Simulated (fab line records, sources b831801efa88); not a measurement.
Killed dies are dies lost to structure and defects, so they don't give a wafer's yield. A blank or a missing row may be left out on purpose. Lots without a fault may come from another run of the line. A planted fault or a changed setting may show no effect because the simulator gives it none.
Which tool did it? | flow sky130 | 6 lots, 18 wafers sampled, at 2 steps of a route of 708

WHAT THE GAUGES READ, wafer by wafer
SKY_VT_ADJUST_LVTN_TW_MEAS_21.
lot  | measured     | on            | VT_ADJUST_LVTN_2_TW
L518 | day 9 22:17  | film_metro-03 | 187.4 187.8 188.0
L521 | day 10 10:18 | film_metro-01 | 187.1 189.3 188.0
L524 | day 10 17:08 | film_metro-02 | 188.0 187.9 188.4
L531 | day 12 11:16 | film_metro-03 | 209.9 209.7 210.3
L533 | day 12 21:55 | film_metro-03 | 186.2 187.5 186.8
L536 | day 14 00:24 | film_metro-03 | 187.3 186.0 187.3

WHICH TOOL RAN EACH LOT (tool, then ch and the chambers of the sampled wafers, then the start)
lot  | SKY_VT_ADJUST_LVTN_IMPLANT_19
L518 | implanter-01 ch 0, day 9 22:04
L521 | implanter-02 ch 0, day 10 10:03
L524 | implanter-02 ch 0, day 10 16:55
L531 | implanter-02 ch 0, day 12 11:01
L533 | implanter-01 ch 0, day 12 21:40
L536 | implanter-01 ch 0, day 14 00:09
- SKY_VT_ADJUST_LVTN_IMPLANT_19

THE ANSWER, worked out from the rows above alone
Rule: what is usual is taken from the lots themselves. Put in order of their means at a reading, lots are off if they are a third of the lots or fewer, leave a main group of 4 or more, and stand apart from it by a gap of 3 or more times the standard deviation of the main group's means; of several such gaps the widest counts. A main group whose means are all the same, to the digits that the tables above print for the reading, isn't used. A lot without any number at a reading at which 4 lots or more have one is off too. The other lots that the step has rows for count as sound.
Off: L531, at SKY_VT_ADJUST_LVTN_TW_MEAS_21 (VT_ADJUST_LVTN_2_TW). The main group: mean 187.5, standard deviation 0.58.
A tool fits if, at a process step before that reading, it ran every lot that is off, and no sound lot after the first of them. The gauges at SKY_VT_ADJUST_LVTN_TW_MEAS_21 are tried like those tools. One fits: implanter-02 at SKY_VT_ADJUST_LVTN_IMPLANT_19. Its last sound lot is L524 (day 10 16:55), its first lot that is off L531 (day 12 11:01): a fault that began between those two fits.

WHAT THE SIMULATOR HAD PUT IN
Process parameter drift: implanter-02, from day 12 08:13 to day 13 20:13, at SKY_VT_ADJUST_LVTN_IMPLANT_19. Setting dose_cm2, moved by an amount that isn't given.
Lots struck among those shown: L531. The rule above found the same.
